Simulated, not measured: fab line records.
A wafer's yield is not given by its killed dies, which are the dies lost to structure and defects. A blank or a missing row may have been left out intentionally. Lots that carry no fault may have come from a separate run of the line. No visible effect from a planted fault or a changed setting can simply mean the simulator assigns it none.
Split-lot trial :: flow sfq-line :: 23 wafers read across 5 lots, on a route 325 steps long

ON THE SPLIT
At SFQ_TRILAYER_A5B_DEP_PECVD_129 (deposits SiO2 from SiH4/N2O, time 133.33 s, target thk 600 nm), the setting time-s was moved away from the recipe's 133.33 s on 7 of the 23 wafers read, by -8.5% to +14.7%. The other wafers ran this setting at the recipe's value.

Reading taken at the split's own step.

THE READING
SiO2_of_TRILAYER_A5B_DEP_PECVD_129.thk-nm (the simulator's own value, which no gauge read), in nm, at SFQ_TRILAYER_A5B_DEP_PECVD_129 (deposits SiO2 from SiH4/N2O, time 133.33 s, target thk 600 nm). The file does not state a usual value for it. Here, 16 wafers ran the recipe; their average is 599.9 nm with a standard deviation of 9 nm.

wafer: L074.1
tool, chamber at the split: pecvd-01, 2
time-s as run, s: 133.33
against the recipe: recipe
SiO2_of_TRILAYER_A5B_DEP_PECVD_129.thk-nm, nm: 582.1
against lot-mates on the recipe: -

wafer: L074.3
tool, chamber at the split: pecvd-01, 0
time-s as run, s: 133.33
against the recipe: recipe
SiO2_of_TRILAYER_A5B_DEP_PECVD_129.thk-nm, nm: 602.2
against lot-mates on the recipe: -

wafer: L074.4
tool, chamber at the split: pecvd-01, 0
time-s as run, s: 133.33
against the recipe: recipe
SiO2_of_TRILAYER_A5B_DEP_PECVD_129.thk-nm, nm: 602.4
against lot-mates on the recipe: -

wafer: L077.1
tool, chamber at the split: pecvd-03, 1
time-s as run, s: 133.33
against the recipe: recipe
SiO2_of_TRILAYER_A5B_DEP_PECVD_129.thk-nm, nm: 585.4
against lot-mates on the recipe: -

wafer: L077.2
tool, chamber at the split: pecvd-03, 0
time-s as run, s: 133.33
against the recipe: recipe
SiO2_of_TRILAYER_A5B_DEP_PECVD_129.thk-nm, nm: 592.9
against lot-mates on the recipe: -

wafer: L077.3
tool, chamber at the split: pecvd-03, 2
time-s as run, s: 133.33
against the recipe: recipe
SiO2_of_TRILAYER_A5B_DEP_PECVD_129.thk-nm, nm: 594.9
against lot-mates on the recipe: -

wafer: L077.5
tool, chamber at the split: pecvd-03, 2
time-s as run, s: 150.5
against the recipe: +12.9%
SiO2_of_TRILAYER_A5B_DEP_PECVD_129.thk-nm, nm: 676.3
against lot-mates on the recipe: +85.2

wafer: L077.6
tool, chamber at the split: pecvd-03, 1
time-s as run, s: 150.5
against the recipe: +12.9%
SiO2_of_TRILAYER_A5B_DEP_PECVD_129.thk-nm, nm: 673.5
against lot-mates on the recipe: +82.4

wafer: L079.1
tool, chamber at the split: pecvd-01, 0
time-s as run, s: 133.33
against the recipe: recipe
SiO2_of_TRILAYER_A5B_DEP_PECVD_129.thk-nm, nm: 596.8
against lot-mates on the recipe: -

wafer: L079.2
tool, chamber at the split: pecvd-01, 1
time-s as run, s: 133.33
against the recipe: recipe
SiO2_of_TRILAYER_A5B_DEP_PECVD_129.thk-nm, nm: 587.9
against lot-mates on the recipe: -

wafer: L079.4
tool, chamber at the split: pecvd-01, 1
time-s as run, s: 133.33
against the recipe: recipe
SiO2_of_TRILAYER_A5B_DEP_PECVD_129.thk-nm, nm: 609.2
against lot-mates on the recipe: -

wafer: L079.5
tool, chamber at the split: pecvd-01, 0
time-s as run, s: 133.33
against the recipe: recipe
SiO2_of_TRILAYER_A5B_DEP_PECVD_129.thk-nm, nm: 607.6
against lot-mates on the recipe: -

wafer: L079.6
tool, chamber at the split: pecvd-01, 1
time-s as run, s: 133.33
against the recipe: recipe
SiO2_of_TRILAYER_A5B_DEP_PECVD_129.thk-nm, nm: 604.4
against lot-mates on the recipe: -

wafer: L080.1
tool, chamber at the split: pecvd-01, 0
time-s as run, s: 152.9
against the recipe: +14.7%
SiO2_of_TRILAYER_A5B_DEP_PECVD_129.thk-nm, nm: 680.2
against lot-mates on the recipe: +70.9

wafer: L080.2
tool, chamber at the split: pecvd-01, 1
time-s as run, s: 152.9
against the recipe: +14.7%
SiO2_of_TRILAYER_A5B_DEP_PECVD_129.thk-nm, nm: 681.4
against lot-mates on the recipe: +72.1

wafer: L080.4
tool, chamber at the split: pecvd-01, 0
time-s as run, s: 133.33
against the recipe: recipe
SiO2_of_TRILAYER_A5B_DEP_PECVD_129.thk-nm, nm: 610.8
against lot-mates on the recipe: -

wafer: L080.5
tool, chamber at the split: pecvd-01, 0
time-s as run, s: 133.33
against the recipe: recipe
SiO2_of_TRILAYER_A5B_DEP_PECVD_129.thk-nm, nm: 607.4
against lot-mates on the recipe: -

wafer: L080.6
tool, chamber at the split: pecvd-01, 1
time-s as run, s: 133.33
against the recipe: recipe
SiO2_of_TRILAYER_A5B_DEP_PECVD_129.thk-nm, nm: 609.7
against lot-mates on the recipe: -

wafer: L083.1
tool, chamber at the split: pecvd-03, 0
time-s as run, s: 122
against the recipe: -8.5%
SiO2_of_TRILAYER_A5B_DEP_PECVD_129.thk-nm, nm: 543.2
against lot-mates on the recipe: -58.9

wafer: L083.2
tool, chamber at the split: pecvd-03, 2
time-s as run, s: 122
against the recipe: -8.5%
SiO2_of_TRILAYER_A5B_DEP_PECVD_129.thk-nm, nm: 552.5
against lot-mates on the recipe: -49.6

wafer: L083.3
tool, chamber at the split: pecvd-03, 1
time-s as run, s: 133.33
against the recipe: recipe
SiO2_of_TRILAYER_A5B_DEP_PECVD_129.thk-nm, nm: 595.6
against lot-mates on the recipe: -

wafer: L083.4
tool, chamber at the split: pecvd-03, 2
time-s as run, s: 133.33
against the recipe: recipe
SiO2_of_TRILAYER_A5B_DEP_PECVD_129.thk-nm, nm: 608.6
against lot-mates on the recipe: -

wafer: L083.6
tool, chamber at the split: pecvd-03, 0
time-s as run, s: 122
against the recipe: -8.5%
SiO2_of_TRILAYER_A5B_DEP_PECVD_129.thk-nm, nm: 549.8
against lot-mates on the recipe: -52.3

FIT RESULTS
A straight line over all 23 wafers: SiO2_of_TRILAYER_A5B_DEP_PECVD_129.thk-nm changes by +5.75 nm for each +1% of time-s; r = +0.98; the points scatter about the line by 8.1 nm.
The same after taking each lot's own level away (the mean of its wafers on the recipe; 23 wafers): +5.77 nm for each +1%; r = +0.98; scatter 8 nm.
That fit puts the effect of the largest move of time-s on the reading at 85 nm.
Across the lots, their own levels run from 591.07 to 609.30 nm, a range of 2.0 times the standard deviation given above.
So the lot-to-lot level changes the slope little: the two slopes agree.
Check: +87.7 nm against its lot-mates is what the line predicts for one of the wafers moved furthest among these (+14.7%) when that wafer is left out of the fit. Against them it came out at +70.9 nm.

OTHER SPLITS ON THESE WAFERS
Other splits were also applied to these wafers ahead of the reading. Each is held against what the fit with the lots' levels taken away leaves over:
other split on the same wafers: SFQ_TRILAYER_I2_VIA_BARC_OPEN_VIA_ETCH_096 time-s
wafers away from the commonest value: 4
r with SiO2_of_TRILAYER_A5B_DEP_PECVD_129.thk-nm (lot level and that fit taken away): -0.04

other split on the same wafers: SFQ_TRILAYER_M3_ETCH_METAL_ETCH_078 time-s
wafers away from the commonest value: 9
r with SiO2_of_TRILAYER_A5B_DEP_PECVD_129.thk-nm (lot level and that fit taken away): -0.05

other split on the same wafers: SFQ_TRILAYER_M4_LITHO_COAT_093 resist-thk-nm
wafers away from the commonest value: 9
r with SiO2_of_TRILAYER_A5B_DEP_PECVD_129.thk-nm (lot level and that fit taken away): -0.33

other split on the same wafers: SFQ_TRILAYER_I4_CMP_CMP_100 down-force-psi
wafers away from the commonest value: 7
r with SiO2_of_TRILAYER_A5B_DEP_PECVD_129.thk-nm (lot level and that fit taken away): +0.24

other split on the same wafers: SFQ_TRILAYER_JJ_TRILAYER_DEP_SPUTTER_110 power-w
wafers away from the commonest value: 8
r with SiO2_of_TRILAYER_A5B_DEP_PECVD_129.thk-nm (lot level and that fit taken away): -0.09

other split on the same wafers: SFQ_TRILAYER_JJ_CE_LITHO_PEB_117 peb-temp-c
wafers away from the commonest value: 4
r with SiO2_of_TRILAYER_A5B_DEP_PECVD_129.thk-nm (lot level and that fit taken away): -0.05

FILE'S OWN FIT
SiO2_of_TRILAYER_A5B_DEP_PECVD_129.thk-nm changes by +5.7 nm for each +1% of time-s, r = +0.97.
